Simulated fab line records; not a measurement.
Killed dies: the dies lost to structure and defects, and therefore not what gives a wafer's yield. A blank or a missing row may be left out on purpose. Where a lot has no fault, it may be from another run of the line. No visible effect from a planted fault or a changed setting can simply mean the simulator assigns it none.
Which tool is to blame? | flow gf180mcu | 42 wafers from 14 lots sampled at 3 of the route's 602 steps

## WHAT THE GAUGES READ, wafer by wafer
GF_M3_CD_MEAS_14: the cd target is 280 nm. Usual: 279.5 nm for cd nm, sd 1.2.
lot  | measured     | on        | cd nm (nm)        | flag
L961 | day 21 09:22 | cd sem-01 | 279.5 280.1 278.8 |
L965 | day 22 21:05 | cd sem-02 | 279.4 279.8 278.1 |
L966 | day 23 06:25 | cd sem-01 | 279.7 279.1 279.2 |
L968 | day 23 21:04 | cd sem-02 | 278.0 278.4 279.0 |
L969 | day 24 01:35 | cd sem-02 | 279.0 277.9 279.3 |
L972 | day 25 03:54 | cd sem-02 | 277.9 278.0 278.9 |
L973 | day 25 11:00 | cd sem-02 | 280.6 279.7 278.8 |
L974 | day 25 21:28 | cd sem-01 | 280.6 281.2 281.2 |
L975 | day 26 04:16 | cd sem-02 | 279.5 280.9 280.7 |
L976 | day 26 14:19 | cd sem-01 | 279.9 281.3 279.6 |
L977 | day 26 19:32 | cd sem-02 | 281.6 281.2 280.4 |
L979 | day 27 10:04 | cd sem-02 | 277.9 278.4 279.1 |
L980 | day 27 16:19 | cd sem-02 | 279.0 279.8 279.2 |
L983 | day 28 20:58 | cd sem-01 | 281.7 281.0 280.7 |

GF_M3_OVL_MEAS_15. Usual: M3_OVL typically reads 3 nm, with standard deviation 5.2.
lot  | measured     | on         | M3_OVL (nm) | flag
L961 | day 21 09:29 | overlay-01 | -4 -1 7     |
L965 | day 22 21:12 | overlay-01 | 2 2 2       |
L966 | day 23 06:31 | overlay-02 | 9 11 4      |
L968 | day 23 21:11 | overlay-02 | 1 -8 -6     |
L969 | day 24 01:42 | overlay-02 | 15 9 11     |
L972 | day 25 04:01 | overlay-02 | 6 1 2       |
L973 | day 25 11:06 | overlay-02 | -12 0 -2    |
L974 | day 25 21:34 | overlay-02 | 3 6 -2      |
L975 | day 26 04:23 | overlay-02 | -1 -2 -2    |
L976 | day 26 14:26 | overlay-02 | -3 8 -6     |
L977 | day 26 19:39 | overlay-02 | 8 14 11     |
L979 | day 27 10:11 | overlay-02 | 3 4 3       |
L980 | day 27 16:26 | overlay-02 | -2 -2 1     |
L983 | day 28 21:05 | overlay-01 | 5 5 -3      |

## TOOL THAT RAN EACH LOT (tool first, then ch and the chambers of the sampled wafers, then the start)
lot  | GF_V2_SPUTTER_21
L961 | pvd sputter-03, day 20 08:31
L965 | pvd sputter-04, day 21 21:06
L966 | pvd sputter-04, day 22 06:23
L968 | pvd sputter-02, day 22 20:03
L969 | pvd sputter-02, day 23 02:39
L972 | pvd sputter-03, day 24 05:46
L973 | pvd sputter-03, day 24 12:42
L974 | pvd sputter-04, day 24 23:26
L975 | pvd sputter-02, day 25 06:44
L976 | pvd sputter-03, day 25 16:32
L977 | pvd sputter-02, day 25 22:06
L979 | pvd sputter-04, day 26 12:36
L980 | pvd sputter-02, day 26 19:17
L983 | pvd sputter-02, day 28 00:43
- GF_V2_SPUTTER_21: material Ti, target thk 15 nm, time 80.02 s.

## WHAT THE TOOLS THEMSELVES READ (means of the sampled wafers that have a number; where no wafer has one, the mark that the record gives instead)
GF_V2_SPUTTER_21. Usual: chamber pressure pa 4.999 Pa, standard deviation 0.0095; throttle valve pct 30.1 %, standard deviation 0.86.
lot  | tool           | chamber pressure pa (Pa) | throttle valve pct (%) | flag
L961 | pvd sputter-03 | 4.993                    | 29.8                   |
L965 | pvd sputter-04 | 4.993                    | 30.2                   |
L966 | pvd sputter-04 | 5.013                    | 30.5                   |
L968 | pvd sputter-02 | 5.005                    | 30.0                   |
L969 | pvd sputter-02 | 5.002                    | 29.6                   |
L972 | pvd sputter-03 | 5.004                    | 30.0                   |
L973 | pvd sputter-03 | 4.993                    | 29.8                   |
L974 | pvd sputter-04 | 4.991                    | 29.9                   |
L975 | pvd sputter-02 | 4.990                    | 30.5                   |
L976 | pvd sputter-03 | 4.997                    | 30.5                   |
L977 | pvd sputter-02 | 4.997                    | 30.1                   |
L979 | pvd sputter-04 | 5.001                    | 30.2                   |
L980 | pvd sputter-02 | 5.001                    | 29.4                   |
L983 | pvd sputter-02 | 5.007                    | 29.2                   |

## THE ANSWER, worked out from the rows above alone
Rule: lot off if the mean of its wafers having a number is beyond 3 standard deviations from the usual mean. A lot without any number at a reading at which 4 lots or more have one is off too. Any other lot the step has rows for is counted as sound. After the gauges, taken in route order, come the tools' own readings; for these a lot's mean is taken, as printed above. At the first step where some lot is off, the reading lying furthest off is the one used; lots without a number count as furthest.
None of the lots is off at any reading shown; this tells nothing.

## WHAT THE SIMULATOR HAD INSERTED
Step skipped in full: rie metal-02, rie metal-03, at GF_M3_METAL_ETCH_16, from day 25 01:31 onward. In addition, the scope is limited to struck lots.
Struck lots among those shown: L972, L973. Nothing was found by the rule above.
